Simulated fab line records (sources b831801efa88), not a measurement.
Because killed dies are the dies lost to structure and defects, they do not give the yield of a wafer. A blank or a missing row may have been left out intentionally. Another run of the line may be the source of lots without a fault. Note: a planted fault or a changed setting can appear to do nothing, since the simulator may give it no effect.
fab line records    flow sky130
record lots=6  wafers=18  last_day=50
route steps=708 shown POLY_GATE@219 PAD_OPEN@708
lots with no fault: from the same line, run without faults
start_h: hours from the record's opening day to when the first of the lot's shown wafers began    wait_h: hours elapsed since this lot's preceding step    " repeats the value in the row above    L1.1+2: a row that stands for several wafers    - no value, or no start was given    * or withheld: withheld    < > ~ a bound
route shown NAME@n: names a module that has steps shown in the file, with the first one's number in the route    usual: mean and standard deviation over wafers with no fault    same: alike in all rows    chamber/n: place in a boat    sites: readings site by site    _std_site: the values' standard deviation    _edge_site: inner sites' mean taken away from outer sites' mean    radius_mm: for every site, how far away it sits from the centre of the wafer    mask NAME#n: copy n    behind: the most recent tool/chamber to have shaped the wafer    hold: why the lot went on hold/how many hours it stayed there/how the hold came to an end    device: transistor that didn't switch, given as n, p or np    end of line: the same wafers' tests at the end of the route    a step given without rows: its recipe and nothing more    killed: count of dies lost to structure and defects at first sort (not the wafer's yield)    map: a wafer's dies, x killed, . not, _ none there
set.NAME: the setting the step ran with; set.NAME@STEP: the setting that earlier step ran with    model.NAME: the simulator's own value behind a step, which no gauge read
lots at some steps of the route; a table a step, a row a wafer
services: the hour from which a tool's chamber was out of use, counted from the record's first day as start_h (under 0 if before that day), plus the number of hours and why
## steps
# step SKY_POLY_GATE_DEHYDRATE_05
# recipe temp_c=200  time_s=60
# step SKY_POLY_GATE_HMDS_06
# recipe prime_time_s=60  prime_temp_c=120
# step SKY_POLY_GATE_COAT_07
# recipe resist=BARC  temp_c=withheld  time_s=withheld  spin_rpm=3000  resist_thk_nm=110
# step SKY_POLY_GATE_COAT_08
# recipe resist=KrF-thick  spin_rpm=3000  resist_thk_nm=450
# step SKY_POLY_GATE_SOFTBAKE_09
# recipe temp_c=100  time_s=90  resist=KrF-thick
# step SKY_POLY_GATE_EXPOSE_10
# recipe mask_id=P1M  na=0.68  source_shape=conventional  sigma_outer=0.6  target_cd_nm=150  dose_mj=28
# step SKY_POLY_GATE_PEB_11
# recipe peb_temp_c=withheld  peb_time_s=withheld  resist=KrF-thick
# step SKY_POLY_GATE_DEVELOP_12
# recipe develop_time_s=60  resist=KrF-thick  dev_temp_c=21
# step SKY_POLY_GATE_CD_MEAS_13
# recipe target_cd_nm=150
# usual cd_nm=149.9/1.4
lot.wafer  tool       chamber  start_h  wait_h  cd_nm
L914.1     cd_sem-02  -        391.50   -       149.1
L914.3     "          -        "        "       147.8
L914.6     "          -        "        "       149.5
L919.2     cd_sem-02  -        430.77   -       150.0
L919.3     "          -        "        "       150.9
L919.6     "          -        "        "       151.3
L920.1     cd_sem-02  -        443.96   -       151.2
L920.2     "          -        "        "       150.2
L920.3     "          -        "        "       150.9
L928.2     cd_sem-01  -        515.53   -       150.4
L928.3     "          -        "        "       149.6
L928.4     "          -        "        "       149.9
L933.1     cd_sem-01  -        549.89   -       150.6
L933.2     "          -        "        "       150.4
L933.6     "          -        "        "       149.4
L935.1     cd_sem-01  -        572.65   -       152.2
L935.2     "          -        "        "       153.7
L935.6     "          -        "        "       152.9
# step SKY_POLY_GATE_OVL_MEAS_14
# usual POLY_GATE_OVL=-1/6
lot.wafer  tool        chamber  start_h  wait_h  POLY_GATE_OVL[nm]
L914.1     overlay-01  -        391.62   0.1     3
L914.3     "           -        "        "       0
L914.6     "           -        "        "       -5
L919.2     overlay-02  -        430.88   0.1     2
L919.3     "           -        "        "       5
L919.6     "           -        "        "       -2
L920.1     overlay-01  -        444.08   0.1     0
L920.2     "           -        "        "       0
L920.3     "           -        "        "       -10
L928.2     overlay-01  -        515.64   0.1     2
L928.3     "           -        "        "       -3
L928.4     "           -        "        "       5
L933.1     overlay-02  -        550.01   0.1     -2
L933.2     "           -        "        "       -5
L933.6     "           -        "        "       -8
L935.1     overlay-02  -        572.77   0.1     -4
L935.2     "           -        "        "       9
L935.6     "           -        "        "       2
# step SKY_POLY_GATE_ETCH_15
# recipe chemistry=N2/H2  target=BARC  ion_energy_ev=200  source_w=500  bias_w=100  pressure_mtorr=30  n2_flow_sccm=100  h2_flow_sccm=200  stop_on=SiO2  time_s=118.5  target_depth_a=1100
# usual drypump_motor_current_A=5.7/0.47  oes_product_au=0.717/0.0044  run_length_s=146.8/0.39  throttle_valve_pct=13.213/0.01
lot.wafer  tool         chamber  start_h  wait_h  drypump_motor_current_A  oes_product_au  rf_hours_counter_h  run_length_s  throttle_valve_pct
L914.1     rie_diel-01  1        391.66   0.0     6.3                      0.714           5                   147.0         13.214
L914.3     "            3        "        "       5.3                      0.722           1                   147.1         13.211
L914.6     "            3        "        "       5.3                      0.723           -                   147.1         13.201
L919.2     rie_diel-04  3        430.91   0.0     6.2                      0.713           4                   146.8         13.209
L919.3     "            0        "        "       6.5                      0.717           50                  146.6         13.223
L919.6     "            1        "        "       5.7                      0.715           -                   147.1         13.219
L920.1     rie_diel-02  3        444.12   0.0     5.3                      0.717           8                   147.2         13.222
L920.2     "            0        "        "       5.2                      0.721           15                  146.4         13.222
L920.3     "            2        "        "       5.8                      0.718           77                  146.5         13.221
L928.2     rie_diel-02  0        515.67   0.0     5.2                      0.719           17                  146.9         13.221
L928.3     "            1        "        "       6.6                      0.713           76                  146.6         13.225
L928.4     "            1        "        "       6.6                      0.718           -                   146.6         13.209
L933.1     rie_diel-01  0        550.05   0.0     5.6                      0.714           14                  147.3         13.227
L933.2     "            2        "        "       5.4                      0.712           17                  146.3         13.215
L933.6     "            1        "        "       6.3                      0.720           -                   147.0         13.251
L935.1     rie_diel-02  0        572.81   0.0     5.3                      0.716           18                  146.4         13.219
L935.2     "            1        "        "       6.6                      0.718           77                  147.0         13.194
L935.6     "            3        "        "       5.3                      0.718           -                   147.0         13.219
# step SKY_POLY_GATE_ETCH_16
# recipe stop_on=poly-Si  chemistry=CH3F/O2  target=Si3N4  source_w=400  bias_w=80  pressure_mtorr=25  ch3f_flow_sccm=40  O2_flow_sccm=30  time_s=147.5  target_depth_a=750
# usual drypump_motor_current_A=5.7/0.47  oes_product_au=0.640/0.0049  run_length_s=175.8/0.39  throttle_valve_pct=10.535/0.0086
lot.wafer  tool         chamber  start_h  wait_h  drypump_motor_current_A  oes_product_au  rf_hours_counter_h  run_length_s  throttle_valve_pct
L914.1     rie_diel-01  1        391.74   0.0     6.3                      0.641           5                   176.2         10.538
L914.3     "            3        "        "       5.3                      0.644           1                   175.5         10.542
L914.6     "            3        "        "       5.3                      0.637           -                   175.4         10.527
L919.2     rie_diel-04  3        430.99   0.0     6.3                      0.647           4                   175.6         10.552
L919.3     "            0        "        "       6.5                      0.645           50                  175.4         10.525
L919.6     "            1        "        "       5.7                      0.632           -                   176.4         10.535
L920.1     rie_diel-02  3        444.20   0.0     5.3                      0.638           8                   175.9         10.549
L920.2     "            0        "        "       5.2                      0.643           15                  175.8         10.539
L920.3     "            2        "        "       5.8                      0.647           77                  176.0         10.535
L928.2     rie_diel-02  0        515.75   0.0     5.2                      0.638           17                  175.5         10.545
L928.3     "            1        "        "       6.6                      0.637           76                  176.1         10.543
L928.4     "            1        "        "       6.6                      0.644           -                   175.8         10.520
L933.1     rie_diel-01  0        550.13   0.0     5.7                      0.649           14                  176.1         10.541
L933.2     "            2        "        "       5.4                      0.645           18                  175.3         10.543
L933.6     "            1        "        "       6.3                      0.642           -                   176.2         10.564
L935.1     rie_diel-02  0        572.89   0.0     5.2                      0.634           18                  175.6         10.536
L935.2     "            1        "        "       6.6                      0.642           77                  175.5         10.526
L935.6     "            3        "        "       5.3                      0.644           -                   175.9         10.544
# step SKY_POLY_GATE_ETCH_17
# recipe target_depth_nm=180  stop_on=SiO2  over_etch_frac=0.56667  chemistry=HBr/Cl2  target=poly-Si  icp_w=400  bias_w=100  pressure_mtorr=10  HBr_flow_sccm=150  Cl2_flow_sccm=50  time_s=70.5
# usual drypump_motor_current_A=5.8/0.47  he_backside_leak_sccm=2.62/0.22  oes_product_au=0.984/0.0075  run_length_s=98.8/0.44  throttle_valve_pct=33.685/0.0092
lot.wafer  tool       chamber  start_h  wait_h  drypump_motor_current_A  he_backside_leak_sccm  oes_product_au  rf_hours_counter_h  run_length_s  throttle_valve_pct  model.POLY_GATE.feature_depth_nm  model.etch.depth_nm  model.KrF-thick_of_POLY_GATE_COAT_08.thk_nm
L914.1     rie_si-01  1        391.84   0.0     6.1                      2.45                   0.979           2                   98.1          33.691              174.4                             174.4                145.3
L914.3     "          0        "        "       5.1                      2.81                   0.984           77                  98.6          33.675              176.5                             176.5                141.9
L914.6     "          2        "        "       5.2                      2.55                   0.986           -                   99.1          33.666              178.4                             178.4                142.9
L919.2     rie_si-01  3        431.09   0.0     5.4                      2.39                   1.014           49                  77.8          33.685              127.2                             127.2                167.2
L919.3     "          2        "        "       5.2                      2.45                   1.020           39                  77.2          33.682              128                               128                  164.3
L919.6     "          2        "        "       5.2                      2.43                   1.001           -                   77.3          33.674              126                               126                  167.4
L920.1     rie_si-01  1        444.30   0.0     6.1                      2.49                   0.991           3                   76.5          33.680              123.6                             123.6                172.1
L920.2     "          0        "        "       5.1                      2.45                   0.997           0                   77.0          33.702              124.8                             124.8                174
L920.3     "          3        "        "       5.4                      2.55                   0.999           49                  77.7          33.688              125.8                             125.8                174
L928.2     rie_si-01  2        515.85   0.0     5.1                      2.61                   0.976           40                  98.8          33.676              176.3                             176.3                142
L928.3     "          0        "        "       5.1                      2.71                   0.976           1                   98.8          33.679              176.8                             176.8                140.9
L928.4     "          1        "        "       6.1                      2.37                   0.978           3                   98.3          33.683              176.9                             176.9                139.9
L933.1     rie_si-01  2        550.23   0.0     5.1                      2.67                   0.992           40                  99.2          33.682              179.4                             179.4                132.9
L933.2     "          3        "        "       5.4                      2.45                   0.990           0                   99.3          33.683              178.7                             178.7                132.9
L933.6     "          0        "        "       5.1                      2.66                   0.989           -                   98.7          33.679              179.3                             179.3                141.5
L935.1     rie_si-02  1        572.99   0.0     6.4                      2.93                   0.977           3                   98.7          33.673              175.8                             175.8                142.8
L935.2     "          2        "        "       5.5                      2.77                   0.979           1                   98.5          33.680              175.9                             175.9                136.5
L935.6     "          1        "        "       6.4                      2.86                   0.980           -                   98.9          33.677              176.5                             176.5                141.8
# step SKY_POLY_GATE_STRIP_18
# recipe chemistry=O2/N2  power_w=1400  pressure_mtorr=1500  platen_temp_c=withheld  o2_flow_sccm=3000  n2_flow_sccm=292  overash_fraction=0.5
# usual drypump_motor_current_A=5.9/0.55  oes_product_au=0.361/0.0046  strip_time_to_endpoint_s=3.16/0.043
lot.wafer  tool             chamber  start_h  wait_h  drypump_motor_current_A  oes_product_au  rf_hours_counter_h  strip_time_to_endpoint_s
L914.1     plasma_asher-01  0        391.89   0.0     5.5                      0.361           62                  3.24
L914.3     "                0        "        "       5.5                      0.362           -                   3.17
L914.6     "                1        "        "       5.2                      0.368           -                   3.20
L919.2     plasma_asher-03  0        431.14   0.0     6.5                      0.368           0                   3.46
L919.3     "                0        "        "       6.6                      0.378           -                   3.43
L919.6     "                1        "        "       6.0                      0.380           -                   3.47
L920.1     plasma_asher-01  0        444.35   0.0     5.5                      0.374           67                  3.50
L920.2     "                1        "        "       5.2                      0.383           67                  3.53
L920.3     "                0        "        "       5.5                      0.381           -                   3.54
L928.2     plasma_asher-03  0        515.90   0.0     6.6                      0.356           8                   3.20
L928.3     "                1        "        "       6.0                      0.363           -                   3.18
L928.4     "                0        "        "       6.5                      0.360           -                   3.15
L933.1     plasma_asher-01  0        550.28   0.0     5.5                      0.361           78                  3.10
L933.2     "                1        "        "       5.2                      0.352           78                  3.09
L933.6     "                1        "        "       5.2                      0.366           -                   3.19
L935.1     plasma_asher-03  1        573.04   0.0     6.1                      0.365           14                  3.19
L935.2     "                0        "        "       6.6                      0.358           14                  3.12
L935.6     "                1        "        "       6.0                      0.359           -                   3.19
# step SKY_POLY_GATE_CLEAN_19
# recipe chemistry=SC1/SC2  mix=1:4:20  temp_c=70  time_s=150  dry=n2_spin
# step SKY_PAD_OPEN_PROBE_99
# usual killed_at_M0_to_M3=43/6.8  killed_at_M4_up=3.1/1.6  killed_at_contacts=24/5.4  killed_at_front_end=16/4.4  killed_at_other=0.2/0.48  killed_dies=87/8.8  killed_open=48/6.4  killed_short=39/6.2
# same gross_dies=492  killed_at_back_side=0
lot.wafer  tool       chamber  start_h  wait_h  killed_at_M0_to_M3  killed_at_M4_up  killed_at_contacts  killed_at_front_end  killed_at_other  killed_dies  killed_open  killed_short  model.etest.tip_sonos.rs_ohm_sq  model.etest.tip_n.rs_ohm_sq  model.etest.res_pdiff_hv.rs_ohm_sq  model.etest.res_pdiff.rs_ohm_sq  model.etest.poly_comb.over_limit
L914.1     prober-01  -        1088.88  0.1     47                  4                26                  16                   0                93           53           40            2655                             447.9                        188.4                               195.5                            0
L914.3     prober-01  -        1088.98  0.2     43                  4                26                  10                   0                83           49           34            2678                             443.2                        188.4                               194.6                            0
L914.6     prober-01  -        1089.13  0.2     47                  4                31                  9                    1                92           49           43            2618                             442.4                        188.9                               194.9                            0
L919.2     prober-02  -        1123.96  0.1     40                  4                24                  13                   0                81           44           37            2740                             449.7                        191.7                               198.8                            1
L919.3     prober-02  -        1124.01  0.2     47                  6                31                  13                   0                97           52           45            2765                             450.2                        192.5                               198.4                            1
L919.6     prober-02  -        1124.16  0.2     48                  4                25                  16                   0                93           54           39            2832                             446.2                        190.8                               197.8                            1
L920.1     prober-01  -        1124.88  0.1     41                  3                29                  21                   0                94           48           46            3016                             451.7                        195.8                               200.1                            1
L920.2     prober-01  -        1124.93  0.1     37                  3                36                  19                   0                95           50           45            3014                             455.1                        195.3                               199.4                            1
L920.3     prober-01  -        1124.98  0.2     43                  4                22                  11                   0                80           38           42            2981                             453.6                        195.2                               200                              1
L928.2     prober-01  -        1172.33  0.1     39                  5                17                  23                   0                84           50           34            2745                             440.9                        196.2                               202.1                            0
L928.3     prober-01  -        1172.38  0.2     44                  2                24                  16                   0                86           44           42            2730                             441.9                        196.1                               201.8                            0
L928.4     prober-01  -        1172.43  0.2     41                  6                22                  16                   0                85           56           29            2748                             438.1                        195.6                               201.8                            0
L933.1     prober-01  -        1191.63  0.1     47                  1                25                  19                   0                92           66           26            2658                             442.9                        189.5                               195.9                            0
L933.2     prober-01  -        1191.68  0.1     38                  3                17                  12                   0                70           42           28            2597                             446.5                        188                                 196.8                            0
L933.6     prober-01  -        1191.88  0.2     54                  1                14                  18                   0                87           47           40            2640                             447.1                        190                                 196.6                            0
L935.1     prober-02  -        1202.14  0.1     34                  7                27                  17                   0                85           41           44            2690                             441.6                        192.8                               196.8                            0
L935.2     prober-02  -        1202.19  0.1     44                  4                24                  15                   0                87           48           39            2682                             439.1                        190.9                               196.3                            0
L935.6     prober-02  -        1202.39  0.2     42                  3                22                  17                   1                85           45           40            2730                             443                          191.8                               196.9                            0
# killed by level:class
L914.1 VIA1:geometric_particle:open=14 VIA1:geometric_particle:short=10 LI_CONTACT:geometric_particle:open=9 CONTACT:geometric_particle:open=6 METAL1:geometric_particle:short=5 FIELD_ISO:geometric_particle:open=4 LOCAL_INTERCONNECT:geometric_particle:open=4 CONTACT:geometric_particle:short=4
L914.3 CONTACT:geometric_particle:open=13 VIA1:geometric_particle:open=8 METAL1:geometric_particle:short=7 VIA3:geometric_particle:open=6 LI_CONTACT:geometric_particle:open=5 VIA1:geometric_particle:short=5 METAL2:geometric_particle:short=5 CONTACT:geometric_particle:short=4
L914.6 VIA1:geometric_particle:open=15 CONTACT:geometric_particle:open=11 METAL2:geometric_particle:short=8 LI_CONTACT:geometric_particle:short=6 LOCAL_INTERCONNECT:geometric_particle:short=5 VIA2:geometric_particle:open=5 METAL1:geometric_particle:short=4 POLY_GATE:geometric_particle:open=4
L919.2 VIA1:geometric_particle:open=9 LI_CONTACT:geometric_particle:open=6 CONTACT:geometric_particle:open=6 METAL1:geometric_particle:short=6 VIA2:geometric_particle:open=6 METAL4:geometric_particle:short=4 LI_CONTACT:geometric_particle:short=4 CONTACT:geometric_particle:short=4
L919.3 LI_CONTACT:geometric_particle:open=10 LOCAL_INTERCONNECT:geometric_particle:short=8 METAL1:geometric_particle:short=8 METAL2:geometric_particle:short=8 VIA3:geometric_particle:open=8 VIA2:geometric_particle:open=6 CONTACT:geometric_particle:open=6 VIA1:geometric_particle:open=6
L919.6 CONTACT:geometric_particle:open=13 VIA2:geometric_particle:open=10 VIA1:geometric_particle:open=8 FIELD_ISO:geometric_particle:open=6 CONTACT:geometric_particle:short=5 VIA3:geometric_particle:open=5 METAL1:geometric_particle:short=5 VIA1:geometric_particle:short=5
L920.1 CONTACT:geometric_particle:open=9 VIA1:geometric_particle:open=9 POLY_GATE:geometric_particle:open=8 LOCAL_INTERCONNECT:geometric_particle:short=8 METAL1:geometric_particle:short=8 VIA2:geometric_particle:open=7 CONTACT:geometric_particle:short=6 VIA3:geometric_particle:open=6
L920.2 VIA1:geometric_particle:open=15 CONTACT:geometric_particle:open=10 CONTACT:geometric_particle:short=9 LOCAL_INTERCONNECT:geometric_particle:short=7 VIA2:geometric_particle:open=7 FIELD_ISO:geometric_particle:short=6 POLY_GATE:geometric_particle:short=5 LI_CONTACT:geometric_particle:open=5
L920.3 METAL1:geometric_particle:short=10 VIA3:geometric_particle:open=8 CONTACT:geometric_particle:open=6 LOCAL_INTERCONNECT:geometric_particle:short=5 VIA1:geometric_particle:open=5 FIELD_ISO:geometric_particle:short=4 LI_CONTACT:geometric_particle:open=4 CONTACT:geometric_particle:short=4
L928.2 VIA1:geometric_particle:open=9 VIA2:geometric_particle:open=9 CONTACT:geometric_particle:open=7 FIELD_ISO:geometric_particle:open=5 POLY_GATE:geometric_particle:open=5 LI_CONTACT:geometric_particle:open=5 METAL4:geometric_particle:short=5 FIELD_ISO:geometric_particle:short=4
L928.3 VIA1:geometric_particle:open=10 VIA3:geometric_particle:open=8 CONTACT:geometric_particle:short=6 CONTACT:geometric_particle:open=6 VIA2:geometric_particle:open=6 FIELD_ISO:geometric_particle:open=5 POLY_GATE:geometric_particle:short=5 LI_CONTACT:geometric_particle:open=5
L928.4 VIA3:geometric_particle:open=11 VIA1:geometric_particle:open=9 CONTACT:geometric_particle:open=8 LI_CONTACT:geometric_particle:open=7 POLY_GATE:geometric_particle:open=6 VIA2:geometric_particle:open=5 POLY_GATE:geometric_particle:short=4 METAL1:geometric_particle:short=4
L933.1 VIA1:geometric_particle:open=17 LI_CONTACT:geometric_particle:open=10 CONTACT:geometric_particle:open=9 VIA3:geometric_particle:open=7 POLY_GATE:geometric_particle:open=6 VIA2:geometric_particle:open=6 VIA2:geometric_particle:short=5 METAL3:geometric_particle:short=5
L933.2 VIA1:geometric_particle:open=14 POLY_GATE:geometric_particle:short=6 CONTACT:geometric_particle:open=6 METAL2:geometric_particle:short=6 POLY_GATE:geometric_particle:open=4 LI_CONTACT:geometric_particle:open=4 METAL1:geometric_particle:short=4 VIA3:geometric_particle:open=4
L933.6 METAL2:geometric_particle:short=11 VIA1:geometric_particle:open=9 VIA2:geometric_particle:open=7 POLY_GATE:geometric_particle:open=7 VIA1:geometric_particle:short=6 VIA3:geometric_particle:open=6 METAL1:geometric_particle:short=5 LI_CONTACT:geometric_particle:open=5
L935.1 LI_CONTACT:geometric_particle:open=7 CONTACT:geometric_particle:open=7 VIA1:geometric_particle:open=6 METAL2:geometric_particle:short=6 POLY_GATE:geometric_particle:short=5 LI_CONTACT:geometric_particle:short=5 CONTACT:geometric_particle:short=5 METAL1:geometric_particle:short=5
L935.2 CONTACT:geometric_particle:open=11 VIA1:geometric_particle:open=10 METAL1:geometric_particle:short=6 VIA2:geometric_particle:open=6 VIA3:geometric_particle:open=5 LI_CONTACT:geometric_particle:short=4 CONTACT:geometric_particle:short=4 VIA1:geometric_particle:short=4
L935.6 METAL2:geometric_particle:short=11 VIA1:geometric_particle:open=9 LI_CONTACT:geometric_particle:open=8 CONTACT:geometric_particle:open=8 FIELD_ISO:geometric_particle:open=7 METAL1:geometric_particle:short=6 FIELD_ISO:geometric_particle:short=5 VIA1:geometric_particle:short=4
## services
tool             chamber  start_h  hours  kind
plasma_asher-01  -        374.71   0.4    repair
rie_diel-02      0        389.58   13.8   repair
rie_diel-02      1        392.86   4.8    repair
rie_diel-02      2        397.48   2.0    repair
rie_si-02        1        403.91   2.4    repair
rie_si-02        2        410.10   1.2    repair
plasma_asher-03  -        421.25   9.0    pm
rie_si-02        0        429.08   3.9    repair
rie_si-02        0        455.77   6.2    repair
rie_si-01        -        462.06   1.2    repair
rie_diel-04      0        470.45   14.0   repair
rie_diel-02      -        483.78   0.1    repair
rie_diel-01      -        490.77   10.3   repair
rie_si-02        -        494.52   2.8    pm
rie_diel-02      2        498.00   2.7    repair
rie_diel-02      2        507.29   11.3   repair
rie_si-01        -        513.50   0.2    repair
plasma_asher-03  -        524.20   1.9    repair
rie_si-01        0        530.02   3.7    repair
rie_diel-04      -        541.50   1.1    repair
rie_diel-02      1        561.00   2.2    repair
rie_diel-02      2        568.67   -      clean
rie_diel-02      2        568.67   20.5   scheduled_down
rie_diel-02      2        568.67   20.5   vent_cycle
## key
first_sign step=SKY_POLY_GATE_ETCH_17  reading=run_length_s  direction=down  sigmas=50  usual=*  struck=*
effect step=SKY_POLY_GATE_ETCH_17  reading=oes_product_au  direction=up  sigmas=2.7  usual=0.984  struck=1.004  wafers_moved=3
effect step=SKY_POLY_GATE_STRIP_18  reading=strip_time_to_endpoint_s  direction=up  sigmas=7.7  usual=*  struck=*
model_effect step=SKY_POLY_GATE_ETCH_17  value=POLY_GATE.feature_depth_nm  without=179.4  struck=125.9
model_effect step=SKY_PAD_OPEN_PROBE_99  value=etest.tip_sonos.rs_ohm_sq  without=2621  struck=2891
met_at SKY_POLY_GATE_ETCH_17
struck_wafers L919.2,L919.3,L919.6,L920.1,L920.2,L920.3
tester_left_out L919,L920
onset_between 391.84 431.09
fault kind=process_parameter_drift  tool=rie_si-01  chamber=-  onset_h=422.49  steps=SKY_POLY_GATE_ETCH_17  channel=time_s  offset=*  shape=step  end_h=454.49  acts_in=*  stated=*
# tester_left_out: of these lots the tester's yield and bins aren't shown, on N5 and GAA mostly nor the transistor test; their killed dies are dies lost to structure and defects alone, not to doping, threshold or leakage, so they don't give the yield
